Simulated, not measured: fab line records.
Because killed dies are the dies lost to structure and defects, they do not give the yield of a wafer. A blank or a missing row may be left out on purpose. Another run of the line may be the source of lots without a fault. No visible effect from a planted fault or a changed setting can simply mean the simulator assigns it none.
Chamber matching -- flow sky130 -- SKY_CONTACT_CMP_27 on cmp-02 has 4 sister chambers
The step polishes, stops on SiO2, t overpolish 15 s, target thk 0 nm. 16 wafers are shown with their chamber, then 8 later ones without.

## WAFERS WITH THEIR CHAMBER
wafer,chamber,motor-current-A (A),time-to-endpoint-s (s)
L275.1,3,10.3,73
L275.2,2,12.4,76
L275.6,2,13.6,76
L276.3,1,9.3,83
L276.5,2,13.5,82
L276.6,3,10.2,80
L277.1,3,10.4,77
L277.4,0,11.2,78
L277.6,3,10.4,76
L278.3,0,11.4,83
L278.5,1,9.3,79
L278.6,0,11.6,81
L282.1,2,12.7,77
L282.2,0,11.8,78
L282.5,2,13.2,77
L293.2,1,9.5,78

SIGNATURES (averages over the wafers above)
reading,chamber 0,chamber 1,chamber 2,chamber 3,scatter within a chamber
motor-current-A,11.500,9.367,13.080,10.325,0.332
time-to-endpoint-s,80.00,80.00,77.60,76.50,2.62
Rule: for a wafer and a chamber, the distance is found by dividing, reading by reading, the gap between the wafer's reading and the chamber's mean by the reading's scatter, squaring, summing and taking the root. The wafer belongs to the nearest chamber; if the next one is less than 2 further off, it can't be placed. The scatter: take each reading less its chamber's mean, square it, sum over the shown wafers, divide by the number of wafers less the number of chambers, and take the root.

## WAFERS WITH NO CHAMBER GIVEN
wafer,motor-current-A (A),time-to-endpoint-s (s)
L293.4,9.9,77
L293.6,10.2,74
L294.1,11.5,81
L294.4,9.8,79
L294.6,12.8,82
L298.2,10.8,80
L298.3,12.0,80
L298.6,8.8,78

## EACH ONE'S CHAMBER
wafer,from the rows above,in truth
L293.4,can't be placed: 3 or 1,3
L293.6,3,3
L294.1,0,0
L294.4,can't be placed: 1 or 3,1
L294.6,2,2
L298.2,can't be placed: 3 or 0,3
L298.3,can't be placed: 0 or 2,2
L298.6,1,1
Correctly placed: 4 of 8. Not placeable from these rows: 4 (in 4, the candidates include the true chamber). Placed wrongly: 0.
